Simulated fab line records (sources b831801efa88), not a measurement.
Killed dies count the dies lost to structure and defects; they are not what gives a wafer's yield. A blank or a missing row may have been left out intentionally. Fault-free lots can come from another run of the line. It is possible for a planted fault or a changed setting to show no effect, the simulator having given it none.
fab line records -- flow sky130
record: lots: 7, wafers: 21, last-day: 50
route steps=708 shown METAL2@504 VIA2@507
lots that met no fault: taken from a fault-free run of the same line
start-h: the number of hours between the record's first day and the start of the first shown wafer of the lot -- wait-h: time in hours since the lot's previous step -- " identical to the entry in the row above -- L1.1+2: several wafers, shown together as one row -- - value missing, or start not given -- * or withheld: withheld -- < > ~ a bound
route shown NAME@n: a module of which the file shows steps, and the number in the route of the first -- usual: mean and standard deviation over wafers with no fault -- same: alike in all rows -- chamber/n: place in a boat -- sites: each site's reading -- _std_site: standard deviation across them -- _edge_site: inner sites' mean taken away from outer sites' mean -- radius-mm: for every site, how far away it sits from the centre of the wafer -- mask NAME#n: copy n -- behind: the last tool/chamber to shape the wafer -- hold: the reason the lot was held/the length of the hold in hours/how it ended -- device: whichever transistor did not switch (one of n, p or np) -- end of line: the same wafers' tests at the end of the route -- a step with no rows: only its recipe -- killed: dies that structure and defects cost at the first sort, which is not the same as the wafer's yield -- map: the dies of a wafer, with x for killed, . for not killed, _ for no die there
set.NAME: the setting the step ran with; set.NAME@STEP: the setting that earlier step ran with -- model.NAME: the simulator's own value behind a step, which no gauge read
a table for each step, a row for each wafer; lots at some steps of the route
services: when a tool's chamber went out of use (start-h, in hours from the record's first day, below 0 if earlier), for how many hours, and the reason
== steps ==
step: SKY_METAL2_STRIP_21
recipe: chemistry: post-etch-residue-remover, time-s: 1200, temp-c: 72.5
step: SKY_METAL2_CLEAN_22
recipe: chemistry: IPA, time-s: 180, temp-c: 25
step: SKY_METAL2_CLEAN_23
recipe: chemistry: O3/DIW, dry: n2-spin
step: SKY_VIA2_HDPCVD_00
recipe: material: SiO2, target-thk-nm: 1180, sigma-open-frac: 0.3, time-s: 196.7, temp-c: 400, sih4-flow-sccm: 60, pressure-mtorr: 6
step: SKY_VIA2_THK_MEAS_01
recipe: reads: SiO2_of_VIA2_HDPCVD_00
usual: VIA2_HDPCVD_THK: 1181/12
lot.wafer,tool,chamber,start-h,wait-h,VIA2_HDPCVD_THK[nm]
L136.1,film-metro-03,-,883.39,0.1,1181
L136.3,film-metro-03,-,883.39,0.1,1184
L136.4,film-metro-03,-,883.39,0.1,1183
L138.1,film-metro-04,-,897.39,0.1,1162
L138.3,film-metro-04,-,897.39,0.1,1189
L138.4,film-metro-04,-,897.39,0.1,1162
L139.1,film-metro-03,-,902.09,0.1,1190
L139.2,film-metro-03,-,902.09,0.1,1180
L139.3,film-metro-03,-,902.09,0.1,1187
L140.1,film-metro-03,-,908.75,0.1,1180
L140.2,film-metro-03,-,908.75,0.1,1188
L140.6,film-metro-03,-,908.75,0.1,1185
L148.1,film-metro-02,-,972.69,0.1,1207
L148.2,film-metro-02,-,972.69,0.1,1190
L148.5,film-metro-02,-,972.69,0.1,1182
L149.3,film-metro-04,-,988.01,0.1,1180
L149.4,film-metro-04,-,988.01,0.1,1185
L149.5,film-metro-04,-,988.01,0.1,1180
L150.2,film-metro-02,-,988.11,0.1,1202
L150.3,film-metro-02,-,988.11,0.1,1208
L150.5,film-metro-02,-,988.11,0.1,1205
step: SKY_VIA2_CMP_02
recipe: material: SiO2, down-force-psi: 4, platen-rpm: 60, pad-velocity-m-s: 0.94248
usual: motor-current-A: 11.7/1.3, slurry-flow-ml-min: 149.9/0.44
lot.wafer,tool,chamber,start-h,wait-h,motor-current-A,slurry-flow-ml-min
L136.3,cmp-02,3,883.45,0.0,13.3,149.9
L136.4,cmp-02,1,883.45,0.0,12.4,150.1
L136.1,cmp-02,2,883.45,0.0,10.3,149.8
L138.1,cmp-01,2,897.45,0.1,11.5,149.8
L138.4,cmp-01,3,897.45,0.1,12.0,150.3
L138.3,cmp-01,1,897.45,0.1,10.5,150.6
L139.2,cmp-01,1,902.15,0.0,11.6,150.5
L139.1,cmp-01,3,902.15,0.0,11.9,149.2
L139.3,cmp-01,0,902.15,0.0,12.6,150.1
L140.1,cmp-02,1,908.91,0.1,12.3,149.5
L140.2,cmp-02,2,908.91,0.1,10.1,149.8
L140.6,cmp-02,0,908.91,0.1,9.6,150.4
L148.1,cmp-01,3,972.80,0.1,11.6,149.7
L148.2,cmp-01,1,972.80,0.1,11.4,150.3
L148.5,cmp-01,2,972.80,0.1,11.1,149.8
L149.4,cmp-01,0,988.05,0.0,12.8,150.5
L149.3,cmp-01,1,988.05,0.0,11.0,149.8
L149.5,cmp-01,0,988.05,0.0,11.6,150.5
L150.2,cmp-02,2,988.21,0.1,10.8,150.7
L150.3,cmp-02,0,988.21,0.1,10.5,149.7
L150.5,cmp-02,2,988.21,0.1,10.9,149.7
step: SKY_VIA2_BOW_MEAS_03
recipe: mode: bow
usual: VIA2_BOW: 87/6.9
lot.wafer,tool,chamber,start-h,wait-h,VIA2_BOW[um]
L136.1,film-metro-02,-,883.75,0.1,86
L136.3,film-metro-02,-,883.75,0.1,95
L136.4,film-metro-02,-,883.75,0.1,101
L138.1,film-metro-02,-,897.75,0.2,88
L138.3,film-metro-02,-,897.75,0.2,91
L138.4,film-metro-02,-,897.75,0.2,84
L139.1,film-metro-04,-,902.45,0.1,89
L139.2,film-metro-04,-,902.45,0.1,88
L139.3,film-metro-04,-,902.45,0.1,86
L140.1,film-metro-04,-,909.11,0.1,83
L140.2,film-metro-04,-,909.11,0.1,84
L140.6,film-metro-04,-,909.11,0.1,79
L148.1,film-metro-04,-,973.05,0.2,77
L148.2,film-metro-04,-,973.05,0.2,83
L148.5,film-metro-04,-,973.05,0.2,96
L149.3,film-metro-03,-,988.39,0.2,87
L149.4,film-metro-03,-,988.39,0.2,88
L149.5,film-metro-03,-,988.39,0.2,88
L150.2,film-metro-04,-,988.48,0.2,76
L150.3,film-metro-04,-,988.48,0.2,100
L150.5,film-metro-04,-,988.48,0.2,77
step: SKY_VIA2_DEHYDRATE_04
recipe: temp-c: 200, time-s: 60
step: SKY_VIA2_HMDS_05
recipe: prime-time-s: 60, prime-temp-c: 120
step: SKY_VIA2_COAT_06
recipe: resist: BARC, temp-c: withheld, time-s: withheld, spin-rpm: 3000, resist-thk-nm: 60
step: SKY_VIA2_COAT_07
recipe: resist: KrF-thick, spin-rpm: 3000, resist-thk-nm: 450
step: SKY_VIA2_SOFTBAKE_08
recipe: temp-c: 100, time-s: 90, resist: KrF-thick
step: SKY_VIA2_EXPOSE_09
recipe: mask-id: VIM2, na: 0.8, source-shape: annular, sigma-inner: 0.55, sigma-outer: 0.85, target-cd-nm: 200, dose-mj: 38
usual: exposure-dose-mJ-cm2: 37.93/0.04, focus-offset-nm: 0.1/0.5, na: 0.8/0
lot.wafer,tool,chamber,start-h,wait-h,mask,exposure-dose-mJ-cm2,focus-offset-nm,na
L136.1,krf-scanner-01,0,896.26,-,VIM2#0,37.94,0.9,0.8
L136.3,krf-scanner-01,0,896.26,-,VIM2#0,37.95,0.1,0.8
L136.4,krf-scanner-01,0,896.26,-,VIM2#0,37.98,0.1,0.8
L138.1,krf-scanner-02,-,910.73,-,VIM2#0,-,-,-
L138.3,krf-scanner-02,-,910.73,-,VIM2#0,-,-,-
L138.4,krf-scanner-02,-,910.73,-,VIM2#0,-,-,-
L139.1,krf-scanner-02,-,914.98,-,VIM2#0,-,-,-
L139.2,krf-scanner-02,-,914.98,-,VIM2#0,-,-,-
L139.3,krf-scanner-02,-,914.98,-,VIM2#0,-,-,-
L140.1,krf-scanner-02,-,920.73,-,VIM2#0,-,-,-
L140.2,krf-scanner-02,-,920.73,-,VIM2#0,-,-,-
L140.6,krf-scanner-02,-,920.73,-,VIM2#0,-,-,-
L148.1,krf-scanner-02,0,985.21,-,VIM2#0,37.97,0.7,0.8
L148.2,krf-scanner-02,0,985.21,-,VIM2#0,37.94,0.0,0.8
L148.5,krf-scanner-02,0,985.21,-,VIM2#0,37.94,0.3,0.8
L149.3,krf-scanner-01,0,1000.34,-,VIM2#0,37.94,-0.6,0.8
L149.4,krf-scanner-01,0,1000.34,-,VIM2#0,37.96,-0.5,0.8
L149.5,krf-scanner-01,0,1000.34,-,VIM2#0,37.97,-0.3,0.8
L150.2,krf-scanner-02,0,1000.78,-,VIM2#0,38.00,0.7,0.8
L150.3,krf-scanner-02,0,1000.78,-,VIM2#0,37.88,-0.1,0.8
L150.5,krf-scanner-02,0,1000.78,-,VIM2#0,37.88,0.3,0.8
step: SKY_VIA2_PEB_10
recipe: peb-temp-c: withheld, peb-time-s: withheld, resist: KrF-thick
== services ==
tool,chamber,start-h,hours,kind
krf-scanner-01,-,883.60,1.3,pm
cmp-01,-,885.02,1.8,repair
krf-scanner-01,-,891.31,0.8,pm
krf-scanner-01,-,892.11,1.0,pm
krf-scanner-01,-,907.42,2.6,repair
cmp-01,-,912.00,4.0,pm
krf-scanner-02,-,913.34,1.3,pm
cmp-01,-,916.00,-,consumable-replace:conditioner
cmp-01,-,916.00,-,consumable-replace:pad
krf-scanner-01,-,925.52,3.6,pm
krf-scanner-01,0,936.21,-,calibration
cmp-01,-,938.68,1.7,repair
krf-scanner-02,-,946.58,0.8,pm
cmp-01,-,956.46,3.9,pm
krf-scanner-02,-,960.33,1.0,pm
krf-scanner-01,-,969.16,4.0,pm
krf-scanner-02,-,972.18,4.9,repair
== key ==
first-sign: step: SKY_VIA2_EXPOSE_09, reading: tool-record, direction: missing
effect none on later readings
met-at SKY_VIA2_EXPOSE_09
struck-wafers L138.1,L138.3,L138.4,L139.1,L139.2,L139.3,L140.1,L140.2,L140.6
later-rows-left-out L138.1,L138.3,L138.4,L139.1,L139.2,L139.3,L140.1,L140.2,L140.6
sort-left-out L138.1,L138.3,L138.4,L139.1,L139.2,L139.3,L140.1,L140.2,L140.6
fault: kind: skipped-step-whole, tool: krf-scanner-02, chamber: -, onset-h: 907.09, steps: SKY_VIA2_EXPOSE_09, scope: struck-lots-only
sort-left-out: the simulated sort isn't trusted on such a fault, so these wafers' sort isn't shown, and their yield isn't known
later-rows-left-out: the simulator's readings of these wafers behind a module that went badly wrong aren't trusted and aren't shown, but for the sort
